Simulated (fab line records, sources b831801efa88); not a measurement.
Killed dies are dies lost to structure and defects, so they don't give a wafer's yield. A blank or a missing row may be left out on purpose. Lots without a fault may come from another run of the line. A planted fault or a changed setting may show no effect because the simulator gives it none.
Chamber matching | flow gf180mcu | GF_V4_CVD_02 on pecvd-04: 3 sister chambers
The step deposits SiO2 from TEOS, target thk 850 nm, time 94.851 s. 6 wafers are shown with their chamber, then 7 later ones without.

WAFERS WITH THEIR CHAMBER
wafer  | chamber | heater_power_w (W)
L075.6 | 1       | 852
L079.6 | 1       | 655
L086.4 | 0       | 684
L086.6 | 2       | 589
L088.1 | 2       | 563
L088.2 | 0       | 582

WAFERS WITHOUT THEIR CHAMBER
wafer  | heater_power_w (W)
L088.4 | 639
L094.1 | 819
L094.2 | 693
L094.4 | 846
L097.2 | 729
L097.4 | 480
L097.5 | 845

WHICH CHAMBER EACH WENT THROUGH
wafer  | from the rows above          | in truth
L088.4 | can't be placed: 0 or 2 or 1 | 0
L094.1 | can't be placed: 1 or 0 or 2 | 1
L094.2 | can't be placed: 0 or 1 or 2 | 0
L094.4 | can't be placed: 1 or 0 or 2 | 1
L097.2 | can't be placed: 1 or 0 or 2 | 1
L097.4 | can't be placed: 2 or 0 or 1 | 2
L097.5 | can't be placed: 1 or 0 or 2 | 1
Placed correctly: 0 of 7. Can't be placed from these rows: 7 (the true chamber is among the candidates in 7). Placed wrongly: 0.
How it was worked out, from the rows above alone: a wafer's distance from a chamber is the root of the sum, over the readings, of the square of ((its reading less the chamber's mean) divided by the reading's scatter). The wafer belongs to the nearest chamber; if the next one is less than 2 further off, it can't be placed. A chamber's mean is the mean of its shown wafers. The scatter: the root of (the sum of the squares of (reading less its chamber's mean) over the shown wafers, divided by (wafers less chambers)).
